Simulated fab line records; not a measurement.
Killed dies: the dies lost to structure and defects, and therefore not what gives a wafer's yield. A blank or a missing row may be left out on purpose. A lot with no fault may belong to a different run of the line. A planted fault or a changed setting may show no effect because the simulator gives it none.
fab line records	flow sky130
record: lots: 12	wafers: 36	last_day: 51
route steps=708 shown METAL3@566 VIA3@595 METAL4@601 PASSIVATION@691
lots untouched by any fault: they come from a run of this same line in which no faults occurred
start_h: hours from the record's first day to the start of the lot's first wafer shown	wait_h: hours since the lot's step before	" the same as in the row above	L1.1+2: a single row standing in for several wafers	- no value present, or no start provided	* or withheld: withheld	< > ~ a bound
route shown NAME@n: names a module that has steps shown in the file, with the first one's number in the route	usual: mean and standard deviation over wafers with no fault	same: alike in all rows	chamber/n: place in a boat	sites: per-site readings	_std_site: standard deviation of those values	_edge_site: outer sites' mean less inner sites'	radius_mm: how far each site lies from the wafer's centre	mask NAME#n: copy n	behind: the last tool/chamber to shape the wafer	hold: what put the lot on hold/how long, in hours/how the hold closed	device: transistor that didn't switch, given as n, p or np	end of line: the tests these same wafers got at the end of their route	step lacking rows: just its recipe	killed: at the first sort, the dies lost to defects and structure; wafer yield is something else	map: a wafer's dies, marking killed ones x, the rest . and places with no die _
set.NAME: the setting that was run; set.NAME@STEP: the one run at that earlier step	model.NAME: the simulator's own value behind a step, which no gauge read
a sample of lots followed through the steps of the route, with each step as a table and each wafer as a row
services: a tool's chamber out of use, with start hour (start_h, from the record's first day; less than 0 if before it), hours out, and reason
== steps ==
step: SKY_METAL3_ETCH_16
recipe: chemistry: N2/H2	target: BARC	ion_energy_ev: 200	bias_w: 100	pressure_mtorr: 30	n2_flow_sccm: 100	h2_flow_sccm: 200	icp_w: 500	stop_on: SiO2	time_s: 88.2	target_depth_a: 600
usual: drypump_motor_current_A: 5.8/0.33	oes_product_au: 0.626/0.0049	rf_fwd_power_W: 497.3/1.8	throttle_valve_pct: 13.205/0.0091
lot.wafer	tool	chamber	start_h	wait_h	drypump_motor_current_A	oes_product_au	rf_fwd_power_W	rf_hours_counter_h	throttle_valve_pct
L192.3	rie_metal-01	1	904.63	0.1	5.8	0.624	496.5	-	13.215
L192.4	"	0	"	"	6.1	0.628	494.7	-	13.200
L192.5	"	0	"	"	6.1	0.626	495.3	-	13.218
L194.2	rie_metal-01	1	929.27	0.0	5.8	0.628	498.3	13	13.211
L194.3	"	1	"	"	5.8	0.620	497.8	-	13.223
L194.5	"	0	"	"	6.1	0.632	495.8	-	13.219
L193.2	rie_metal-01	1	932.12	0.0	5.8	0.620	497.2	14	13.221
L193.3	"	0	"	"	6.1	0.628	495.1	-	13.206
L193.5	"	1	"	"	5.8	0.627	496.8	-	13.196
L196.2	rie_metal-02	1	936.08	0.0	5.4	0.624	497.3	10	13.221
L196.3	"	0	"	"	6.2	0.626	499.9	-	13.192
L196.4	"	1	"	"	5.4	0.629	495.8	-	13.221
L202.2	rie_metal-04	0	977.02	0.0	6.2	0.625	493.9	8	13.212
L202.3	"	1	"	"	5.3	0.631	499.4	-	13.210
L202.6	"	0	"	"	6.1	0.623	494.0	-	13.185
L205.3	rie_metal-04	1	997.26	0.0	5.3	0.622	499.2	-	13.199
L205.4	"	0	"	"	6.1	0.627	497.0	-	13.204
L205.6	"	1	"	"	5.3	0.612	500.0	-	13.206
L208.3	rie_metal-01	0	1022.71	0.0	6.1	0.627	496.8	-	13.205
L208.4	"	1	"	"	5.8	0.625	499.3	-	13.201
L208.6	"	1	"	"	5.8	0.622	499.8	-	13.219
L210.2	rie_metal-01	1	1032.58	0.0	5.8	0.627	499.6	20	13.204
L210.4	"	0	"	"	6.1	0.633	494.0	-	13.212
L210.6	"	0	"	"	6.1	0.620	492.4	-	13.212
L211.3	rie_metal-04	1	1043.06	0.0	5.3	0.626	498.0	-	13.204
L211.5	"	1	"	"	5.3	0.625	499.5	-	13.186
L211.6	"	0	"	"	6.1	0.627	495.2	-	13.198
L214.1	rie_metal-04	0	1079.03	0.0	6.1	0.622	498.9	15	13.209
L214.3	"	0	"	"	6.1	0.631	497.6	-	13.207
L214.6	"	0	"	"	6.1	0.630	496.9	-	13.203
L215.1	rie_metal-02	0	1082.37	0.0	6.2	0.630	498.7	13	13.212
L215.2	"	1	"	"	5.4	0.615	497.4	18	13.210
L215.6	"	1	"	"	5.4	0.623	497.4	-	13.203
L213.2	rie_metal-04	1	1084.08	0.0	5.3	0.630	495.9	23	13.216
L213.3	"	1	"	"	5.3	0.630	498.4	-	13.213
L213.4	"	0	"	"	6.1	0.628	496.1	-	13.215
step: SKY_VIA3_RS_MEAS_22
recipe: thk_meas_gauge: four-point-probe	reads: W_of_VIA3_CVD_21+TiN_of_VIA3_SPUTTER_20
usual: VIA3_W_RS: 0.2936/0.0027
lot.wafer	tool	chamber	start_h	wait_h	VIA3_W_RS[ohm/sq]
L192.3	film_metro-03	-	932.90	0.1	0.2898
L192.4	"	-	"	"	0.2926
L192.5	"	-	"	"	0.2898
L194.2	film_metro-02	-	955.98	0.1	0.2942
L194.3	"	-	"	"	0.2906
L194.5	"	-	"	"	0.2923
L193.2	film_metro-04	-	959.29	0.1	0.3014
L193.3	"	-	"	"	0.2994
L193.5	"	-	"	"	0.2994
L196.2	film_metro-04	-	963.41	0.1	0.2923
L196.3	"	-	"	"	0.2933
L196.4	"	-	"	"	0.2927
L202.2	film_metro-02	-	1002.24	0.1	0.2909
L202.3	"	-	"	"	0.2907
L202.6	"	-	"	"	0.2934
L205.3	film_metro-03	-	1022.96	0.1	0.2926
L205.4	"	-	"	"	0.2954
L205.6	"	-	"	"	0.2884
L208.3	film_metro-02	-	1047.62	0.1	0.2893
L208.4	"	-	"	"	0.2959
L208.6	"	-	"	"	0.2946
L210.2	film_metro-02	-	1057.75	0.1	0.2946
L210.4	"	-	"	"	0.2895
L210.6	"	-	"	"	0.2910
L211.3	film_metro-04	-	1066.74	0.1	0.2904
L211.5	"	-	"	"	0.2943
L211.6	"	-	"	"	0.2910
L214.1	film_metro-04	-	1102.01	0.1	0.2926
L214.3	"	-	"	"	0.2953
L214.6	"	-	"	"	0.2949
L215.1	film_metro-04	-	1105.85	0.1	0.2895
L215.2	"	-	"	"	0.2925
L215.6	"	-	"	"	0.2912
L213.2	film_metro-03	-	1107.28	0.1	0.2930
L213.3	"	-	"	"	0.2923
L213.4	"	-	"	"	0.2923
step: SKY_METAL4_SPUTTER_03
recipe: material: Ti	target_thk_nm: 5	power_w: 3000	time_s: 3.3	chamber_pressure_pa: 0.4
usual: throttle_valve_pct: 29.7/1
lot.wafer	tool	chamber	start_h	wait_h	throttle_valve_pct
L192.3	pvd_sputter-01	-	933.42	0.0	31.9
L192.4	"	-	"	"	29.9
L192.5	"	-	"	"	29.8
L194.2	pvd_sputter-02	-	956.52	0.0	26.8
L194.3	"	-	"	"	29.4
L194.5	"	-	"	"	29.9
L193.2	pvd_sputter-01	-	959.84	0.0	29.7
L193.3	"	-	"	"	30.1
L193.5	"	-	"	"	29.6
L196.2	pvd_sputter-01	-	963.96	0.0	29.9
L196.3	"	-	"	"	30.0
L196.4	"	-	"	"	32.1
L202.2	pvd_sputter-02	-	1002.79	0.0	29.8
L202.3	"	-	"	"	29.7
L202.6	"	-	"	"	29.9
L205.3	pvd_sputter-02	-	1023.49	0.0	27.0
L205.4	"	-	"	"	29.4
L205.6	"	-	"	"	27.2
L208.3	pvd_sputter-02	-	1048.15	0.0	29.3
L208.4	"	-	"	"	30.1
L208.6	"	-	"	"	29.7
L210.2	pvd_sputter-01	-	1058.30	0.0	29.8
L210.4	"	-	"	"	30.0
L210.6	"	-	"	"	30.1
L211.3	pvd_sputter-03	-	1067.27	0.0	30.2
L211.5	"	-	"	"	29.2
L211.6	"	-	"	"	29.4
L214.1	pvd_sputter-02	-	1102.57	0.0	29.6
L214.3	"	-	"	"	29.9
L214.6	"	-	"	"	29.2
L215.1	pvd_sputter-03	-	1106.42	0.0	29.3
L215.2	"	-	"	"	29.4
L215.6	"	-	"	"	29.2
L213.2	pvd_sputter-03	-	1108.02	0.0	29.3
L213.3	"	-	"	"	30.1
L213.4	"	-	"	"	29.7
step: SKY_PASSIVATION_DEVELOP_10
recipe: develop_time_s: 60	dev_temp_c: 23
usual: developer_temp_C: 23.00/0.1
lot.wafer	tool	chamber	start_h	wait_h	developer_temp_C
L192.3	litho_track-03	0	1053	-	22.83
L192.4	"	0	"	"	22.90
L192.5	"	0	"	"	23.17
L194.2	litho_track-03	0	1075	-	22.89
L194.3	"	0	"	"	22.74
L194.5	"	0	"	"	23.09
L193.2	litho_track-03	0	1077	-	23.17
L193.3	"	0	"	"	23.10
L193.5	"	0	"	"	23.03
L196.2	litho_track-03	0	1082	-	22.87
L196.3	"	0	"	"	22.92
L196.4	"	0	"	"	23.12
L202.2	litho_track-03	0	1115	-	23.96
L202.3	"	0	"	"	23.95
L202.6	"	0	"	"	23.84
L205.3	litho_track-03	0	1133	-	23.97
L205.4	"	0	"	"	24.05
L205.6	"	0	"	"	23.98
L208.3	litho_track-01	0	1155	-	23.07
L208.4	"	0	"	"	23.11
L208.6	"	0	"	"	23.18
L210.2	litho_track-02	0	1161	-	22.88
L210.4	"	0	"	"	23.03
L210.6	"	0	"	"	23.00
L211.3	litho_track-02	0	1170	-	22.83
L211.5	"	0	"	"	22.76
L211.6	"	0	"	"	22.82
L214.1	litho_track-02	0	1196	-	23.05
L214.3	"	0	"	"	22.99
L214.6	"	0	"	"	23.03
L215.1	litho_track-02	0	1196	-	22.98
L215.2	"	0	"	"	23.03
L215.6	"	0	"	"	23.06
L213.2	litho_track-01	0	1199	-	22.97
L213.3	"	0	"	"	23.07
L213.4	"	0	"	"	23.03
== services ==
tool	chamber	start_h	hours	kind
pvd_sputter-02	-	919.42	3.8	repair
rie_metal-04	-	984.47	2.8	pm
rie_metal-02	-	988.84	0.4	repair
pvd_sputter-03	-	1014.78	18.9	repair
rie_metal-01	-	1036.48	0.4	repair
pvd_sputter-01	-	1059.79	2.6	repair
rie_metal-02	-	1064.44	10.0	pm
rie_metal-04	0	1128.54	18.1	repair
pvd_sputter-01	-	1128.85	6.3	repair
rie_metal-02	-	1140.72	0.6	repair
rie_metal-01	1	1162.13	4.9	repair
pvd_sputter-02	-	1168.04	0.7	repair
rie_metal-02	-	1168.05	2.8	pm
== key ==
first_sign: step: SKY_PASSIVATION_DEVELOP_10	reading: developer_temp_C	direction: up	sigmas: 9.4	usual: *	struck: *
effect none on later readings
met_at SKY_PASSIVATION_DEVELOP_10
struck_lots L202,L205
not_acting_at SKY_METAL3_ETCH_16,SKY_VIA3_RS_MEAS_22,SKY_METAL4_SPUTTER_03
onset_between 1082 1115
fault: kind: process_parameter_drift	tool: litho_track-03	chamber: -	onset_h: 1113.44	steps: SKY_PASSIVATION_DEVELOP_10	channel: dev_temp_c	offset: *	shape: step	end_h: 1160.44	acts_in: *	stated: *
